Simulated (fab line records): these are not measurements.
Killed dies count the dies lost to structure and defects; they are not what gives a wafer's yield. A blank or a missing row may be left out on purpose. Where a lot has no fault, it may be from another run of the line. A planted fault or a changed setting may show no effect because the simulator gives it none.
fab line records ; flow sky130
record lots=6; wafers=18; lastDay=50
route steps=708 shown VT_ADJUST_NCORE@121 VT_ADJUST_HVTR@131 PAD_OPEN@708
lots untouched by any fault: they come from a run of this same line in which no faults occurred
startH: hours from the record's first day to the start of the lot's first wafer shown ; waitH: hours from the lot's prior step to this one ; " identical to the entry in the row above ; L1.1+2: a row that stands for several wafers ; - no value, or no start given ; * or withheld: withheld ; < > ~ a bound
route shown NAME@n: a module of which the file shows steps, and the number in the route of the first ; usual: mean/standard deviation of fault-free wafers ; same: alike in all rows ; chamber/n: place in a boat ; sites: the reading at each site ; _std_site: standard deviation of those values ; _edge_site: inner sites' mean taken away from outer sites' mean ; radiusMm: how far each site lies from the wafer's centre ; mask NAME#n: copy n ; behind: the tool/chamber that last shaped the wafer ; hold: cause of the lot's hold/its duration in hours/its outcome ; device: the n, p or np transistor that did not switch ; end of line: tests of these same wafers at the route's end ; step lacking rows: just its recipe ; killed: dies lost to structure and defects at the first sort, not the wafer's yield ; map: per-die view of a wafer (x killed, . not killed, _ where there is no die)
set.NAME: the run value of the setting; set.NAME@STEP: its run value at that earlier step ; model.NAME: the simulator's own value behind a step, which no gauge read
lots at selected steps of the route; one table per step, one row per wafer
services: when a tool's chamber went out of use (startH, in hours from the record's first day, below 0 if earlier), for how many hours, and the reason
## steps
# step SKY_VT_ADJUST_NCORE_COAT_02
# recipe resist=NOVOLAK; spinRpm=3000; resistThkNm=1134
# step SKY_VT_ADJUST_NCORE_SOFTBAKE_03
# recipe tempC=90; timeS=60; resist=NOVOLAK
# step SKY_VT_ADJUST_NCORE_EXPOSE_04
# recipe maskId=LVTN_COMPLEMENT_THIN; na=0.6; sourceShape=conventional; sigmaOuter=0.6; polarization=unpolarized; targetCdNm=380; doseMj=139
# step SKY_VT_ADJUST_NCORE_PEB_05
# recipe tempC=withheld; timeS=*; resist=NOVOLAK
# step SKY_VT_ADJUST_NCORE_DEVELOP_06
# recipe resist=NOVOLAK; developer=TMAH; developTimeS=60; devTempC=23
# step SKY_VT_ADJUST_NCORE_CD_MEAS_07
# recipe targetCdNm=380
# usual cdNm=379.4/2.1
lot.wafer;tool;chamber;startH;waitH;cdNm
L315.2;cdSem-01;-;187.20;0.1;382.0
L315.3;cdSem-01;-;187.20;0.1;379.7
L315.4;cdSem-01;-;187.20;0.1;380.4
L316.2;cdSem-02;-;196.90;0.1;374.0
L316.4;cdSem-02;-;196.90;0.1;377.3
L316.6;cdSem-02;-;196.90;0.1;376.6
L330.1;cdSem-01;-;301.18;0.1;379.9
L330.5;cdSem-01;-;301.18;0.1;380.3
L330.6;cdSem-01;-;301.18;0.1;378.5
L332.2;cdSem-02;-;310.30;0.1;379.0
L332.4;cdSem-02;-;310.30;0.1;377.6
L332.6;cdSem-02;-;310.30;0.1;380.5
L333.2;cdSem-01;-;329.21;0.1;379.5
L333.3;cdSem-01;-;329.21;0.1;380.8
L333.4;cdSem-01;-;329.21;0.1;379.6
L334.1;cdSem-01;-;330.33;0.1;376.6
L334.3;cdSem-01;-;330.33;0.1;377.0
L334.4;cdSem-01;-;330.33;0.1;375.4
# step SKY_VT_ADJUST_NCORE_OVL_MEAS_08
# usual VT_ADJUST_NCORE_OVL=0.1/1.4
lot.wafer;tool;chamber;startH;waitH;VT_ADJUST_NCORE_OVL[nm]
L315.2;overlay-01;-;187.31;0.1;-0.7
L315.3;overlay-01;-;187.31;0.1;-0.1
L315.4;overlay-01;-;187.31;0.1;-0.3
L316.2;overlay-01;-;197.01;0.1;-0.6
L316.4;overlay-01;-;197.01;0.1;0.7
L316.6;overlay-01;-;197.01;0.1;-0.8
L330.1;overlay-02;-;301.30;0.1;1.7
L330.5;overlay-02;-;301.30;0.1;0.3
L330.6;overlay-02;-;301.30;0.1;1.6
L332.2;overlay-02;-;310.41;0.1;-1.0
L332.4;overlay-02;-;310.41;0.1;0.9
L332.6;overlay-02;-;310.41;0.1;-1.6
L333.2;overlay-01;-;329.31;0.1;-2.1
L333.3;overlay-01;-;329.31;0.1;-1.0
L333.4;overlay-01;-;329.31;0.1;-0.4
L334.1;overlay-02;-;330.45;0.1;0.8
L334.3;overlay-02;-;330.45;0.1;0.6
L334.4;overlay-02;-;330.45;0.1;2.3
# step SKY_VT_ADJUST_NCORE_IMPLANT_09
# recipe species=B; energyKev=10; doseCm2=2.4e+12; tiltDeg=withheld
# step SKY_VT_ADJUST_NCORE_STRIP_10
# recipe chemistry=O2/N2; powerW=1400; pressureMtorr=1500; platenTempC=withheld; o2FlowSccm=3000; n2FlowSccm=300; overashFraction=0.5
# usual drypumpMotorCurrentA=5.7/0.48; oesProductAu=0.715/0.005; stripTimeToEndpointS=14.13/0.041
# same overashFraction=0.5
lot.wafer;tool;chamber;startH;waitH;drypumpMotorCurrentA;oesProductAu;rfHoursCounterH;stripTimeToEndpointS
L315.2;plasmaAsher-03;1;187.49;0.1;5.7;0.718;48;14.10
L315.3;plasmaAsher-03;1;187.49;0.1;5.7;0.710;-;14.07
L315.4;plasmaAsher-03;0;187.49;0.1;5.2;0.720;-;14.13
L316.2;plasmaAsher-04;0;197.19;0.1;5.2;0.729;37;14.08
L316.4;plasmaAsher-04;1;197.19;0.1;5.7;0.715;-;14.12
L316.6;plasmaAsher-04;1;197.19;0.1;5.7;0.710;-;14.08
L330.1;plasmaAsher-02;0;301.49;0.1;6.3;0.714;64;14.08
L330.5;plasmaAsher-02;0;301.49;0.1;6.2;0.716;-;14.09
L330.6;plasmaAsher-02;1;301.49;0.1;6.5;0.709;-;14.09
L332.2;plasmaAsher-02;0;310.59;0.1;6.2;0.718;65;14.15
L332.4;plasmaAsher-02;1;310.59;0.1;6.5;0.712;-;14.16
L332.6;plasmaAsher-02;1;310.59;0.1;6.5;0.712;-;14.14
L333.2;plasmaAsher-04;1;329.49;0.1;5.7;0.715;51;14.13
L333.3;plasmaAsher-04;1;329.49;0.1;5.7;0.711;-;14.12
L333.4;plasmaAsher-04;0;329.49;0.1;5.2;0.721;-;14.13
L334.1;plasmaAsher-03;1;330.64;0.1;5.7;0.727;63;14.17
L334.3;plasmaAsher-03;1;330.64;0.1;5.7;0.708;-;14.15
L334.4;plasmaAsher-03;0;330.64;0.1;5.2;0.714;-;14.17
# step SKY_VT_ADJUST_NCORE_TW_MEAS_11
# usual VT_ADJUST_NCORE_TW=219.3/1.7
lot.wafer;tool;chamber;startH;waitH;VT_ADJUST_NCORE_TW
L315.2;filmMetro-03;-;187.60;0.1;219.6
L315.3;filmMetro-03;-;187.60;0.1;218.4
L315.4;filmMetro-03;-;187.60;0.1;218.5
L316.2;filmMetro-03;-;197.30;0.1;220.4
L316.4;filmMetro-03;-;197.30;0.1;219.6
L316.6;filmMetro-03;-;197.30;0.1;219.5
L330.1;filmMetro-02;-;301.59;0.1;220.1
L330.5;filmMetro-02;-;301.59;0.1;219.6
L330.6;filmMetro-02;-;301.59;0.1;220.5
L332.2;filmMetro-02;-;310.70;0.1;219.1
L332.4;filmMetro-02;-;310.70;0.1;219.5
L332.6;filmMetro-02;-;310.70;0.1;218.7
L333.2;filmMetro-02;-;329.60;0.1;221.2
L333.3;filmMetro-02;-;329.60;0.1;220.8
L333.4;filmMetro-02;-;329.60;0.1;222.1
L334.1;filmMetro-02;-;330.74;0.1;222.2
L334.3;filmMetro-02;-;330.74;0.1;221.4
L334.4;filmMetro-02;-;330.74;0.1;221.5
# step SKY_VT_ADJUST_HVTR_DEHYDRATE_00
# recipe tempC=200; timeS=60
# step SKY_VT_ADJUST_HVTR_HMDS_01
# recipe primeTimeS=60; primeTempC=120
# step SKY_VT_ADJUST_HVTR_COAT_02
# recipe resist=NOVOLAK; spinRpm=3000; resistThkNm=1140
# usual spinSpeedRpm=2999.9/1.9
lot.wafer;tool;chamber;startH;waitH;spinSpeedRpm;model.NOVOLAK_of_VT_ADJUST_HVTR_COAT_02.thkNm
L315.2;lithoTrack-04;0;197.89;0.1;3002.7;1141
L315.3;lithoTrack-04;0;197.89;0.1;3000.0;1141
L315.4;lithoTrack-04;0;197.89;0.1;3003.1;1144
L316.2;lithoTrack-02;0;207.81;0.1;2996.1;1138
L316.4;lithoTrack-02;0;207.81;0.1;3000.0;1141
L316.6;lithoTrack-02;0;207.81;0.1;2997.3;1141
L330.1;lithoTrack-02;0;313.98;0.1;3138.3;1113
L330.5;lithoTrack-02;0;313.98;0.1;3140.9;1115
L330.6;lithoTrack-02;0;313.98;0.1;3143.8;1117
L332.2;lithoTrack-02;0;323.06;0.1;3138.9;1117
L332.4;lithoTrack-02;0;323.06;0.1;3140.3;1116
L332.6;lithoTrack-02;0;323.06;0.1;3140.3;1116
L333.2;lithoTrack-01;0;342.96;0.1;3000.9;1143
L333.3;lithoTrack-01;0;342.96;0.1;3000.2;1141
L333.4;lithoTrack-01;0;342.96;0.1;2999.2;1138
L334.1;lithoTrack-04;0;343.67;0.1;2997.2;1147
L334.3;lithoTrack-04;0;343.67;0.1;3002.6;1145
L334.4;lithoTrack-04;0;343.67;0.1;3003.2;1145
# step SKY_VT_ADJUST_HVTR_SOFTBAKE_03
# recipe tempC=90; timeS=60; resist=NOVOLAK
# step SKY_VT_ADJUST_HVTR_EXPOSE_04
# recipe maskId=HVTRM; targetCdNm=380; na=0.6; sourceShape=conventional; sigmaOuter=0.6; doseMj=150
# step SKY_VT_ADJUST_HVTR_PEB_05
# recipe tempC=withheld; timeS=*; resist=NOVOLAK
# step SKY_VT_ADJUST_HVTR_DEVELOP_06
# recipe developTimeS=60; devTempC=23
lot.wafer;tool;chamber;startH;waitH;model.NOVOLAK_of_VT_ADJUST_HVTR_COAT_02.thkNm
L315.2;lithoTrack-02;0;208.61;0.1;1141
L315.3;lithoTrack-02;0;208.61;0.1;1140
L315.4;lithoTrack-02;0;208.61;0.1;1144
L316.2;lithoTrack-04;0;214.59;0.1;1137
L316.4+6;lithoTrack-04;0;214.59;0.1;1140
L330.1;lithoTrack-02;0;326.93;0.1;1113
L330.5;lithoTrack-02;0;326.93;0.1;1115
L330.6;lithoTrack-02;0;326.93;0.1;1117
L332.2;lithoTrack-02;0;337.36;0.1;1116
L332.4+6;lithoTrack-02;0;337.36;0.1;1115
L333.2;lithoTrack-01;0;356.56;0.1;1142
L333.3;lithoTrack-01;0;356.56;0.1;1141
L333.4;lithoTrack-01;0;356.56;0.1;1138
L334.1;lithoTrack-02;0;357.18;0.1;1146
L334.3+4;lithoTrack-02;0;357.18;0.1;1145
# step SKY_VT_ADJUST_HVTR_CD_MEAS_07
# recipe targetCdNm=380
# usual cdNm=380.0/2.5
lot.wafer;tool;chamber;startH;waitH;cdNm
L315.2;cdSem-02;-;208.75;0.1;375.7
L315.3;cdSem-02;-;208.75;0.1;376.5
L315.4;cdSem-02;-;208.75;0.1;377.3
L316.2;cdSem-01;-;214.74;0.1;380.0
L316.4;cdSem-01;-;214.74;0.1;383.0
L316.6;cdSem-01;-;214.74;0.1;381.5
L330.1;cdSem-02;-;327.08;0.1;382.3
L330.5;cdSem-02;-;327.08;0.1;384.8
L330.6;cdSem-02;-;327.08;0.1;382.4
L332.2;cdSem-01;-;337.50;0.1;387.6
L332.4;cdSem-01;-;337.50;0.1;385.9
L332.6;cdSem-01;-;337.50;0.1;386.3
L333.2;cdSem-02;-;356.70;0.1;382.4
L333.3;cdSem-02;-;356.70;0.1;384.5
L333.4;cdSem-02;-;356.70;0.1;381.5
L334.1;cdSem-01;-;357.33;0.1;379.4
L334.3;cdSem-01;-;357.33;0.1;381.2
L334.4;cdSem-01;-;357.33;0.1;379.0
# step SKY_VT_ADJUST_HVTR_OVL_MEAS_08
# usual VT_ADJUST_HVTR_OVL=-0.3/1.5
lot.wafer;tool;chamber;startH;waitH;VT_ADJUST_HVTR_OVL[nm]
L315.2;overlay-01;-;212.83;4.1;-1.8
L315.3;overlay-01;-;212.83;4.1;-1.2
L315.4;overlay-01;-;212.83;4.1;-1.8
L316.2;overlay-01;-;214.84;0.1;-0.7
L316.4;overlay-01;-;214.84;0.1;-0.4
L316.6;overlay-01;-;214.84;0.1;0.1
L330.1;overlay-01;-;327.20;0.1;-0.1
L330.5;overlay-01;-;327.20;0.1;0.8
L330.6;overlay-01;-;327.20;0.1;0.0
L332.2;overlay-01;-;337.61;0.1;1.9
L332.4;overlay-01;-;337.61;0.1;0.4
L332.6;overlay-01;-;337.61;0.1;1.7
L333.2;overlay-01;-;356.81;0.1;-0.4
L333.3;overlay-01;-;356.81;0.1;-1.0
L333.4;overlay-01;-;356.81;0.1;-0.2
L334.1;overlay-01;-;357.45;0.1;1.2
L334.3;overlay-01;-;357.45;0.1;1.3
L334.4;overlay-01;-;357.45;0.1;1.4
# step SKY_VT_ADJUST_HVTR_IMPLANT_09
# recipe species=B; energyKev=10; doseCm2=2.1e+12; tiltDeg=withheld
# step SKY_VT_ADJUST_HVTR_STRIP_10
# recipe chemistry=O2/N2; powerW=1400; pressureMtorr=1500; platenTempC=withheld; o2FlowSccm=3000; n2FlowSccm=300; overashFraction=0.5
# usual drypumpMotorCurrentA=5.9/0.46; oesProductAu=0.716/0.0047; stripTimeToEndpointS=14.20/0.04
# same overashFraction=0.5
lot.wafer;tool;chamber;startH;waitH;drypumpMotorCurrentA;oesProductAu;rfHoursCounterH;stripTimeToEndpointS
L315.2;plasmaAsher-02;0;213.59;0.1;6.3;0.721;54;14.20
L315.3;plasmaAsher-02;1;213.59;0.1;6.5;0.717;-;14.18
L315.4;plasmaAsher-02;0;213.59;0.1;6.3;0.720;-;14.22
L316.2;plasmaAsher-02;0;215.84;0.1;6.3;0.722;55;14.16
L316.4;plasmaAsher-02;0;215.84;0.1;6.3;0.716;-;14.19
L316.6;plasmaAsher-02;0;215.84;0.1;6.3;0.715;-;14.18
L330.1;plasmaAsher-02;0;327.39;0.1;6.3;0.713;66;13.86
L330.5;plasmaAsher-02;0;327.39;0.1;6.3;0.710;-;13.87
L330.6;plasmaAsher-02;1;327.39;0.1;6.5;0.714;-;13.90
L332.2;plasmaAsher-04;0;337.79;0.1;5.2;0.708;51;13.90
L332.4;plasmaAsher-04;0;337.79;0.1;5.2;0.727;-;13.90
L332.6;plasmaAsher-04;0;337.79;0.1;5.2;0.715;-;13.89
L333.2;plasmaAsher-02;0;356.99;0.1;6.2;0.708;69;14.20
L333.3;plasmaAsher-02;1;356.99;0.1;6.5;0.720;-;14.19
L333.4;plasmaAsher-02;0;356.99;0.1;6.3;0.714;-;14.17
L334.1;plasmaAsher-04;1;357.64;0.1;5.7;0.716;54;14.24
L334.3;plasmaAsher-04;1;357.64;0.1;5.7;0.720;-;14.24
L334.4;plasmaAsher-04;0;357.64;0.1;5.2;0.710;-;14.26
# step SKY_VT_ADJUST_HVTR_TW_MEAS_11
# usual VT_ADJUST_HVTR_TW=210.0/2.3
lot.wafer;tool;chamber;startH;waitH;VT_ADJUST_HVTR_TW
L315.2;filmMetro-01;-;213.72;0.1;211.4
L315.3;filmMetro-01;-;213.72;0.1;211.3
L315.4;filmMetro-01;-;213.72;0.1;211.1
L316.2;filmMetro-02;-;215.95;0.1;212.0
L316.4;filmMetro-02;-;215.95;0.1;211.8
L316.6;filmMetro-02;-;215.95;0.1;212.4
L330.1;filmMetro-02;-;327.49;0.1;214.2
L330.5;filmMetro-02;-;327.49;0.1;214.3
L330.6;filmMetro-02;-;327.49;0.1;213.0
L332.2;filmMetro-04;-;337.90;0.1;206.6
L332.4;filmMetro-04;-;337.90;0.1;207.3
L332.6;filmMetro-04;-;337.90;0.1;208.3
L333.2;filmMetro-02;-;357.10;0.1;213.7
L333.3;filmMetro-02;-;357.10;0.1;212.7
L333.4;filmMetro-02;-;357.10;0.1;213.8
L334.1;filmMetro-01;-;357.74;0.1;209.4
L334.3;filmMetro-01;-;357.74;0.1;208.2
L334.4;filmMetro-01;-;357.74;0.1;209.2
# step SKY_PAD_OPEN_PROBE_99
# usual killed_at_M0_to_M3=43/6.3; killed_at_M4_up=3.3/1.7; killedAtContacts=24/5.4; killedAtFrontEnd=16/4.6; killedAtOther=0.4/0.7; killedDies=87/9.4; killedOnRim=17/3.9; killedOpen=47/6.9; killedShort=39/6.1
# same grossDies=492; killedAtBackSide=0
lot.wafer;tool;chamber;startH;waitH;killed_at_M0_to_M3;killed_at_M4_up;killedAtContacts;killedAtFrontEnd;killedAtOther;killedDies;killedOnRim;killedOpen;killedShort
L315.2;prober-02;-;1086.25;0.1;51;2;27;14;1;95;19;53;41
L315.3;prober-02;-;1086.30;0.2;42;2;25;12;1;82;17;50;32
L315.4;prober-02;-;1086.35;0.2;51;2;23;18;0;94;20;51;43
L330.1;prober-01;-;1171.15;0.1;51;2;26;15;0;94;22;52;42
L330.5;prober-01;-;1171.35;0.2;49;6;26;17;0;98;19;52;46
L330.6;prober-01;-;1171.40;0.2;45;0;20;18;0;83;16;47;36
# killed by level:class
L315.2 CONTACT:geometricParticle:open=10 METAL1:geometricParticle:short=9 VIA1:geometricParticle:open=9 LI_CONTACT:geometricParticle:open=8 VIA3:geometricParticle:open=7 VIA2:geometricParticle:open=7 FIELD_ISO:geometricParticle:open=5 METAL2:geometricParticle:short=5
L315.3 CONTACT:geometricParticle:open=11 VIA3:geometricParticle:open=10 LI_CONTACT:geometricParticle:open=10 METAL1:geometricParticle:short=6 VIA1:geometricParticle:open=5 VIA2:geometricParticle:open=5 POLY_GATE:geometricParticle:open=4 METAL2:geometricParticle:short=4
L315.4 VIA1:geometricParticle:open=9 VIA3:geometricParticle:open=9 FIELD_ISO:geometricParticle:open=6 LI_CONTACT:geometricParticle:open=6 METAL1:geometricParticle:short=6 METAL2:geometricParticle:short=6 VIA3:geometricParticle:short=6 CONTACT:geometricParticle:short=5
L330.1 VIA2:geometricParticle:open=16 VIA1:geometricParticle:open=12 CONTACT:geometricParticle:short=8 LI_CONTACT:geometricParticle:open=6 METAL2:geometricParticle:short=6 CONTACT:geometricParticle:open=6 VIA1:geometricParticle:short=5 POLY_GATE:geometricParticle:short=4
L330.5 VIA1:geometricParticle:open=12 LI_CONTACT:geometricParticle:open=10 METAL2:geometricParticle:short=9 CONTACT:geometricParticle:open=8 METAL1:geometricParticle:short=6 LOCAL_INTERCONNECT:geometricParticle:short=5 VIA2:geometricParticle:open=5 METAL4:geometricParticle:short=5
L330.6 VIA1:geometricParticle:open=12 VIA2:geometricParticle:open=8 VIA3:geometricParticle:open=7 CONTACT:geometricParticle:open=6 METAL2:geometricParticle:short=6 VIA2:geometricParticle:short=5 FIELD_ISO:geometricParticle:open=4 SPACER:geometricParticle:short=4
## services
tool;chamber;startH;hours;kind
lithoTrack-02;-;240.15;-;consumableReplace:filter
plasmaAsher-02;-;357.24;28.1;pm
## key
firstSign step=SKY_VT_ADJUST_HVTR_COAT_02; reading=spinSpeedRpm; direction=up; sigmas=75; usual=2999.9; struck=3140.4
effect step=SKY_VT_ADJUST_HVTR_CD_MEAS_07; reading=cdNm; direction=up; sigmas=2; usual=380.0; struck=384.9
effect step=SKY_VT_ADJUST_HVTR_STRIP_10; reading=stripTimeToEndpointS; direction=down; sigmas=7.8; usual=*; struck=*
modelEffect step=SKY_VT_ADJUST_HVTR_COAT_02; value=NOVOLAK_of_VT_ADJUST_HVTR_COAT_02.thkNm; without=1141; struck=1116
modelEffect step=SKY_VT_ADJUST_HVTR_DEVELOP_06; value=NOVOLAK_of_VT_ADJUST_HVTR_COAT_02.thkNm; without=1141; struck=1115
metAt SKY_VT_ADJUST_HVTR_COAT_02
struckWafers L330.1,L330.5,L330.6,L332.2,L332.4,L332.6
testerLeftOut L330,L332
onsetBetween 207.81 313.98
fault kind=processParameterDrift; tool=lithoTrack-02; chamber=-; onsetH=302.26; steps=SKY_VT_ADJUST_HVTR_COAT_02; channel=spinRpm; offset=139.51; shape=step; endH=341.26; actsIn=theseRecipesOnly; stated=3000
# testerLeftOut: of these lots the tester's yield and bins aren't shown, on N5 and GAA mostly nor the transistor test; their killed dies are dies lost to structure and defects alone, not to doping, threshold or leakage, so they don't give the yield
